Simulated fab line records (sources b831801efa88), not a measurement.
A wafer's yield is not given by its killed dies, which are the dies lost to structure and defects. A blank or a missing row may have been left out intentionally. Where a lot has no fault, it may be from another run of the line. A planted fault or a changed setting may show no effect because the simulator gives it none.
The tool behind it: which one?	flow gf180mcu	6 lots with 18 wafers sampled at 5 steps, on a route of 602 steps

WHAT THE GAUGES READ, wafer by wafer
GF_V3_CD_MEAS_14: the cd target is 260 nm.
lot	measured	on	cdNm (nm)
L624	day 22 17:44	cdSem-01	260.5 260.9 260.5
L627	day 23 20:45	cdSem-01	259.2 260.7 259.6
L629	day 24 19:54	cdSem-01	258.7 259.9 258.8
L638	day 27 09:53	cdSem-01	256.2 254.6 254.0
L642	day 28 15:49	cdSem-02	259.8 261.2 261.0
L645	day 29 08:29	cdSem-01	260.2 261.0 260.4

WHICH TOOL RAN EACH LOT (tool, then ch and the chambers of the sampled wafers, then the start)
lot	GF_M3_SPUTTER_01	GF_M3_SPUTTER_04	GF_M3_METAL_ETCH_16	GF_V3_PEB_12
L624	pvdSputter-03, day 20 17:10	pvdSputter-03, day 20 17:15	rieMetal-04 ch 0,1, day 21 16:36	lithoTrack-02 ch 0, day 22 17:25
L627	pvdSputter-02, day 21 21:10	pvdSputter-02, day 21 21:14	rieMetal-04 ch 0,1, day 22 20:31	lithoTrack-01 ch 0, day 23 20:24
L629	pvdSputter-03, day 22 21:26	pvdSputter-03, day 22 21:31	rieMetal-02 ch 1, day 23 20:16	lithoTrack-02 ch 0, day 24 19:33
L638	pvdSputter-03, day 25 15:14	pvdSputter-03, day 25 15:19	rieMetal-03 ch 0,1, day 26 12:14	lithoTrack-02 ch 0, day 27 09:34
L642	pvdSputter-02, day 26 21:52	pvdSputter-02, day 26 21:56	rieMetal-02 ch 0, day 27 18:27	lithoTrack-03 ch 0, day 28 15:28
L645	pvdSputter-02, day 27 16:49	pvdSputter-02, day 27 16:53	rieMetal-03 ch 0, day 28 12:06	lithoTrack-03 ch 0, day 29 08:02
- GF_M3_SPUTTER_01: material TiN, target thk 30 nm, time 25 s.
- GF_M3_SPUTTER_04: material TiN, target thk 50 nm, time 41.7 s.
- GF_M3_METAL_ETCH_16: etches the open film in Cl2/BCl3, stops on SiO2, target depth 627.5 nm, time 104.6 s.
- GF_V3_PEB_12: peb time 90 s.

THE ANSWER, worked out from the rows above alone
Rule: the usual values come from the lots themselves. Put in order of their means at a reading, lots are off if they are a third of the lots or fewer, leave a main group of 4 or more, and stand apart from it by a gap of 3 or more times the standard deviation of the main group's means; of several such gaps the widest counts. If all means in a main group match to the digits the tables above print for the reading, that group is not used. Also off: a lot with no number at a reading for which 4 or more lots have one. The other lots that the step has rows for count as sound.
Off, at GF_V3_CD_MEAS_14 on cdNm: L638. The main group has a mean of 260.2 nm with a standard deviation of 0.6.
If a tool, at a process step before that reading, ran all the lots that are off and no sound lot after the first of them, it fits. Gauges at GF_V3_CD_MEAS_14: tried the same way as those tools. This does not decide it: 2 tools fit, namely pvdSputter-03 at GF_M3_SPUTTER_01 and GF_M3_SPUTTER_04 and lithoTrack-02 at GF_V3_PEB_12.

WHAT WAS PUT IN BY THE SIMULATOR
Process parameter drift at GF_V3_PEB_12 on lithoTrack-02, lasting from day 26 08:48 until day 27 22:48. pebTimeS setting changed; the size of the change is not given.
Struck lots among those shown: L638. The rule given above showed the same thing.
